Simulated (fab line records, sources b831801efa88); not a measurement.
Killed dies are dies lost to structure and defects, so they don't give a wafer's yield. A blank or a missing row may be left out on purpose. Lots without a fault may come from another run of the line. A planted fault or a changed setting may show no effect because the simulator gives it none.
Which tool did it? | flow gf180mcu | 12 lots, 33 wafers sampled, at 5 steps of a route of 602

WHAT THE GAUGES READ, wafer by wafer
GF_PASSIVATION_THK_MEAS_01.
lot  | measured     | on            | PASSIVATION_CVD_00_THK (nm)
L240 | day 28 03:50 | film_metro-01 | 997 1020
L241 | day 28 12:53 | film_metro-01 | 992 993 1015
L243 | day 29 02:34 | film_metro-02 | 991 979 990
L251 | day 31 14:40 | film_metro-03 | 857 872 872
L252 | day 31 19:49 | film_metro-01 | 873 862 891
L253 | day 31 23:46 | film_metro-03 | 1000 1002 994
L255 | day 32 09:58 | film_metro-01 | 1008 994 1011
L256 | day 32 12:51 | film_metro-02 | 999 989 1010
L258 | day 33 02:46 | film_metro-01 | 1001 1006 1015
L259 | day 33 08:43 | film_metro-02 | 1003 996 1015
L260 | day 33 17:35 | film_metro-01 | 999 1016
L262 | day 34 01:47 | film_metro-01 | 1023 1011

WHICH TOOL RAN EACH LOT (tool, then ch and the chambers of the sampled wafers, then the start)
lot  | GF_V3_CMP_26                  | GF_M4_SPUTTER_00             | GF_V4_SPUTTER_22             | GF_PASSIVATION_CVD_00
L240 | cmp-01 ch 0,1, day 22 10:49   | pvd_sputter-04, day 22 10:58 | pvd_sputter-01, day 24 11:29 | pecvd-02 ch 2, day 28 03:46
L241 | cmp-01 ch 0,2,3, day 22 20:05 | pvd_sputter-04, day 22 20:20 | pvd_sputter-02, day 24 20:05 | pecvd-01 ch 0,1,2, day 28 12:48
L243 | cmp-02 ch 1,2, day 23 13:40   | pvd_sputter-01, day 23 13:58 | pvd_sputter-02, day 25 12:11 | pecvd-04 ch 0,1, day 29 02:29
L251 | cmp-01 ch 0,3, day 26 13:29   | pvd_sputter-04, day 26 13:44 | pvd_sputter-03, day 28 08:44 | pecvd-04 ch 0,2, day 31 14:35
L252 | cmp-01 ch 1,3, day 26 18:34   | pvd_sputter-03, day 26 18:52 | pvd_sputter-01, day 28 13:44 | pecvd-04 ch 1,2, day 31 19:44
L253 | cmp-01 ch 0,3, day 26 21:52   | pvd_sputter-04, day 26 22:07 | pvd_sputter-01, day 28 17:35 | pecvd-02 ch 0,1,2, day 31 23:41
L255 | cmp-02 ch 0,2,3, day 27 11:14 | pvd_sputter-01, day 27 11:32 | pvd_sputter-03, day 29 03:47 | pecvd-02 ch 0,1, day 32 09:53
L256 | cmp-01 ch 1,2, day 27 14:50   | pvd_sputter-04, day 27 15:08 | pvd_sputter-03, day 29 08:54 | pecvd-01 ch 0,2, day 32 12:46
L258 | cmp-01 ch 1,2, day 28 09:13   | pvd_sputter-04, day 28 09:31 | pvd_sputter-03, day 30 01:35 | pecvd-01 ch 0,1,2, day 33 02:41
L259 | cmp-02 ch 0,1,2, day 28 16:19 | pvd_sputter-01, day 28 16:37 | pvd_sputter-01, day 30 08:27 | pecvd-01 ch 0,2, day 33 08:38
L260 | cmp-01 ch 1,3, day 29 00:07   | pvd_sputter-04, day 29 00:25 | pvd_sputter-02, day 30 16:25 | pecvd-02 ch 0,2, day 33 17:31
L262 | cmp-01 ch 3, day 29 11:10     | pvd_sputter-03, day 29 11:25 | pvd_sputter-01, day 31 03:17 | pecvd-02 ch 0,2, day 34 01:41
- GF_V3_CMP_26: polishes, stops on SiO2, t overpolish 15 s, target thk 0 nm.
- GF_M4_SPUTTER_00: material Ti, target thk 37.5 nm, time 150 s.
- GF_V4_SPUTTER_22: material TiN, target thk 10 nm, time 40 s.
- GF_PASSIVATION_CVD_00: deposits SiO2 from TEOS, target thk 1000 nm, time 111.95 s.

WHAT THE TOOLS THEMSELVES READ (means of the sampled wafers that have a number; where no wafer has one, the mark that the record gives instead)
GF_V3_CMP_26.
lot  | tool   | motor_current_A (A) | overpolish_run_s (s) | slurry_flow_ml_min | time_to_endpoint_s (s)
L240 | cmp-01 | 11.0                | 14.998               | 150.1              | 81
L241 | cmp-01 | 11.1                | 14.999               | 150.3              | 82
L243 | cmp-02 | 11.9                | 14.999               | 149.8              | 87
L251 | cmp-01 | 10.6                | 15.002               | 150.1              | 83
L252 | cmp-01 | 10.9                | 15.000               | 150.7              | 84
L253 | cmp-01 | 10.0                | 14.995               | 150.5              | 83
L255 | cmp-02 | 12.3                | 14.999               | 149.9              | 92
L256 | cmp-01 | 12.2                | 14.992               | 150.2              | 82
L258 | cmp-01 | 12.0                | 15.004               | 150.0              | 86
L259 | cmp-02 | 11.6                | 14.997               | 150.5              | 88
L260 | cmp-01 | 10.8                | 14.995               | 150.4              | 87
L262 | cmp-01 | 10.7                | 15.001               | 150.2              | 79

GF_M4_SPUTTER_00.
lot  | tool           | cathode_dc_power_W (W) | substrate_temp_c (C) | throttle_valve_pct (%)
L240 | pvd_sputter-04 | 4000.4                 | 200.18               | 30.2
L241 | pvd_sputter-04 | 4000.4                 | 200.07               | 31.0
L243 | pvd_sputter-01 | 3999.7                 | 200.04               | 29.9
L251 | pvd_sputter-04 | 3999.7                 | 200.00               | 31.3
L252 | pvd_sputter-03 | 3999.8                 | 200.31               | 29.1
L253 | pvd_sputter-04 | 3999.2                 | 199.81               | 30.2
L255 | pvd_sputter-01 | 4000.2                 | 199.89               | 30.9
L256 | pvd_sputter-04 | 4000.4                 | 200.09               | 30.5
L258 | pvd_sputter-04 | 3999.2                 | 200.04               | 30.4
L259 | pvd_sputter-01 | 3999.9                 | 199.80               | 29.5
L260 | pvd_sputter-04 | 3999.4                 | 199.94               | 30.2
L262 | pvd_sputter-03 | 4000.1                 | 200.19               | 28.8

GF_V4_SPUTTER_22.
lot  | tool           | cathode_dc_power_W (W) | throttle_valve_pct (%)
L240 | pvd_sputter-01 | 3999.6                 | 30.6
L241 | pvd_sputter-02 | 3999.9                 | 29.2
L243 | pvd_sputter-02 | 3999.8                 | 29.6
L251 | pvd_sputter-03 | 4000.2                 | 30.1
L252 | pvd_sputter-01 | 3999.1                 | 30.7
L253 | pvd_sputter-01 | 3999.5                 | 31.2
L255 | pvd_sputter-03 | 4000.4                 | 29.6
L256 | pvd_sputter-03 | 4000.3                 | 28.8
L258 | pvd_sputter-03 | 4000.0                 | 30.4
L259 | pvd_sputter-01 | 4000.8                 | 28.5
L260 | pvd_sputter-02 | 3999.9                 | 29.5
L262 | pvd_sputter-01 | 4000.6                 | 30.4

GF_PASSIVATION_CVD_00.
lot  | tool     | heater_power_w (W)
L240 | pecvd-02 | 856
L241 | pecvd-01 | 731
L243 | pecvd-04 | 563
L251 | pecvd-04 | 620
L252 | pecvd-04 | 613
L253 | pecvd-02 | 703
L255 | pecvd-02 | 604
L256 | pecvd-01 | 668
L258 | pecvd-01 | 713
L259 | pecvd-01 | 664
L260 | pecvd-02 | 648
L262 | pecvd-02 | 808

THE ANSWER, worked out from the rows above alone
Rule: what is usual is taken from the lots themselves. Put in order of their means at a reading, lots are off if they are a third of the lots or fewer, leave a main group of 4 or more, and stand apart from it by a gap of 3 or more times the standard deviation of the main group's means; of several such gaps the widest counts. A main group whose means are all the same, to the digits that the tables above print for the reading, isn't used. A lot without any number at a reading at which 4 lots or more have one is off too. The other lots that the step has rows for count as sound. The gauges are gone through in route order, then the tools' own readings, and for those a lot's mean is taken as printed above. The first step at which some lot is off is used, and at that step the reading that is off furthest; a lot without a number counts as furthest.
Off: L251, L252, at GF_PASSIVATION_THK_MEAS_01 (PASSIVATION_CVD_00_THK). The main group: mean 1003 nm, standard deviation 7.6.
A tool fits if, at a process step before that reading, it ran every lot that is off, and no sound lot after the first of them. The gauges at GF_PASSIVATION_THK_MEAS_01 are tried like those tools. One fits: pecvd-04 at GF_PASSIVATION_CVD_00. Its last sound lot is L243 (day 29 02:29), its first lot that is off L251 (day 31 14:35): a fault that began between those two fits.

WHAT THE SIMULATOR HAD PUT IN
Site profile drift: pecvd-04, from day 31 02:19 on, at GF_PASSIVATION_CVD_00. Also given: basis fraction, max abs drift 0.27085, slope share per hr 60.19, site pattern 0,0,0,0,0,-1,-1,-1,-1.
Lots struck among those shown: L251, L252. The rule above found the same.
